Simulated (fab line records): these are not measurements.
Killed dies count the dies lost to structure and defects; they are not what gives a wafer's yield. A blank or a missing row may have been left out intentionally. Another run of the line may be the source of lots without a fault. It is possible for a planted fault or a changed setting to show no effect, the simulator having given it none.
Matching of chambers :: flow sky130 :: cmp-01 running SKY_VIA1_CMP_02: 4 sister chambers
The step polishes SiO2. 4 wafers are shown with their chamber, then 12 later ones without.

WAFERS WITH THEIR CHAMBER
wafer: L083.5
chamber: 2
motor-current-A (A): 12.0

wafer: L085.1
chamber: 0
motor-current-A (A): 12.2

wafer: L086.1
chamber: 1
motor-current-A (A): 10.7

wafer: L086.6
chamber: 3
motor-current-A (A): 12.8

WAFERS WHOSE CHAMBER IS MISSING
wafer: L089.3
motor-current-A (A): 12.0

wafer: L089.4
motor-current-A (A): 12.4

wafer: L089.5
motor-current-A (A): 12.3

wafer: L090.2
motor-current-A (A): 10.7

wafer: L090.3
motor-current-A (A): 12.5

wafer: L090.4
motor-current-A (A): 11.9

wafer: L092.2
motor-current-A (A): 10.7

wafer: L092.5
motor-current-A (A): 12.8

wafer: L092.6
motor-current-A (A): 12.5

wafer: L094.2
motor-current-A (A): 12.0

wafer: L094.3
motor-current-A (A): 12.9

wafer: L094.5
motor-current-A (A): 11.9

THE CHAMBER EACH PASSED THROUGH
wafer: L089.3
from the rows above: can't be placed: 2 or 0
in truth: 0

wafer: L089.4
from the rows above: can't be placed: 0 or 2 or 3
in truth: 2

wafer: L089.5
from the rows above: can't be placed: 0 or 2
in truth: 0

wafer: L090.2
from the rows above: 1
in truth: 1

wafer: L090.3
from the rows above: can't be placed: 0 or 3 or 2
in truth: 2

wafer: L090.4
from the rows above: can't be placed: 2 or 0
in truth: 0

wafer: L092.2
from the rows above: 1
in truth: 1

wafer: L092.5
from the rows above: 3
in truth: 3

wafer: L092.6
from the rows above: can't be placed: 0 or 3 or 2
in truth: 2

wafer: L094.2
from the rows above: can't be placed: 2 or 0
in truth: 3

wafer: L094.3
from the rows above: 3
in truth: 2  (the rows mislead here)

wafer: L094.5
from the rows above: can't be placed: 2 or 0
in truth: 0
Correct placement for 3 of the 12. These rows do not allow placing 8 (true chamber among the candidates in 7). Placed wrongly: 1.
How it was worked out, from the rows above alone: a wafer's distance from a chamber is the root of the sum, over the readings, of the square of ((its reading less the chamber's mean) divided by the reading's scatter). If the next closest chamber is less than 2 further off than the closest, the wafer can't be placed; otherwise it belongs to the closest. Each chamber's mean is taken over the wafers shown for it. The scatter: with one shown wafer a chamber, the root of the mean of the squares of how far each hidden wafer lies from its nearest shown one.
